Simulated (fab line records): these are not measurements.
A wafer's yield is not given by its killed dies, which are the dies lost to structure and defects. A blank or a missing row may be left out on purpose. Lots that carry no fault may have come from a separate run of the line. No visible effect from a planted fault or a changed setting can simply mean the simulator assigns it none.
A lot that was struck, set against a sound lot ; flow sky130 ; 18 steps out of a route of 708
Sound: wafers L622.3, L622.4, L622.6. Wafers struck: L636.2, L636.3, L636.4. The cause is named last.
At each step with rows: each side's tool, then ch and its chambers, then its first start. Under that, the readings that differ: sound wafers ; struck wafers ; difference of the means ; sigmas: that difference in standard deviations of wafers without a fault.
alike: same words and numbers on both sides, and readings whose means sit less than 2 such deviations apart. not compared: any withheld reading, any reading some wafer has no value for, any bound like >300 that may hide the same value, and any number with overlapping values for which the record gives no deviation.
The two part at a step that has a row with sigmas, a row that says differs or no value, or rows on one side only. Non-overlapping numbers with no deviation appear without sigmas and do not part them. A reading missing from all wafers of one side parts the sides only when that side holds two or more wafers.

SKY_LDD_HVP_STRIP_09: strips in O2/N2.
  sound on plasma_asher-03 ch 0,1, day 24 00:25; struck on plasma_asher-03 ch 0,1, day 28 23:52
  alike: drypump_motor_current_A, oes_product_au, strip_time_to_endpoint_s
  not compared: rf_hours_counter_h
SKY_LDD_HVP_TW_MEAS_10:
  sound on film_metro-02 at day 24 00:30; struck on film_metro-04 at day 28 23:58
  alike: LDD_HVP_TW
then, 7 steps without rows for these wafers: SKY_LDD_LDN_DEHYDRATE_00 (time 60 s); SKY_LDD_LDN_HMDS_01 (prime time 60 s); SKY_LDD_LDN_COAT_02 (resist thk 1140 nm); SKY_LDD_LDN_SOFTBAKE_03 (time 60 s); SKY_LDD_LDN_EXPOSE_04 (exposes mask LDNTM, target cd 700 nm); SKY_LDD_LDN_PEB_05; SKY_LDD_LDN_DEVELOP_06 (develop time 60 s).
SKY_LDD_LDN_OVL_MEAS_07:
  sound on overlay-02 at day 25 05:49; struck on overlay-01 at day 30 04:21
  alike: LDD_LDN_OVL
then, 2 steps without rows for these wafers: SKY_LDD_LDN_IMPLANT_08; SKY_LDD_LDN_IMPLANT_09.
SKY_LDD_LDN_IMPLANT_10:
  sound on implanter-01 ch 0, day 25 06:11; struck on implanter-01 ch 0, day 30 05:02
after that, 1 step had no rows for these wafers: SKY_LDD_LDN_IMPLANT_11.
SKY_LDD_LDN_STRIP_12: strips in O2/N2.
  sound on plasma_asher-01 ch 0,1, day 25 06:28; struck on plasma_asher-01 ch 0,1, day 30 05:18
  alike: drypump_motor_current_A, oes_product_au, strip_time_to_endpoint_s
  not compared: rf_hours_counter_h
SKY_LDD_LDN_TW_MEAS_13:
  sound on film_metro-03 at day 25 06:33; struck on film_metro-04 at day 30 05:47
reading;sound;struck;difference;sigmas
LDD_LDN_TW;1484 1479 1483;1595 1588 1593;+110;+9
then, 1 step without rows for these wafers: SKY_LDD_LDN_CLEAN_14 (cleans in SC1/SC2, time 150 s).
-- record jumps: 20 days separate the struck wafers' starts on either side; left off in module LDD_LDN, taken up again in module PAD_OPEN, whose first shown step is the route's number 708 --
SKY_PAD_OPEN_PROBE_99:
  sound on prober-01 at day 47 10:10; struck on prober-01 at day 50 12:08
reading;sound;struck;difference;sigmas
killed_at_M0_to_M3;50 56 60;45 44 33;-15;-2
model.etest.tip_sonos.rs_ohm_sq;2695 2711 2684;2306 2309 2286;-396;
  alike: killed_at_M4_up, killed_at_contacts, killed_at_front_end, killed_at_other, killed_dies, killed_open, killed_short

WHERE THEY PART
First at SKY_LDD_LDN_TW_MEAS_13; last, within this record, at SKY_PAD_OPEN_PROBE_99.

WHY: the cause the simulator had injected
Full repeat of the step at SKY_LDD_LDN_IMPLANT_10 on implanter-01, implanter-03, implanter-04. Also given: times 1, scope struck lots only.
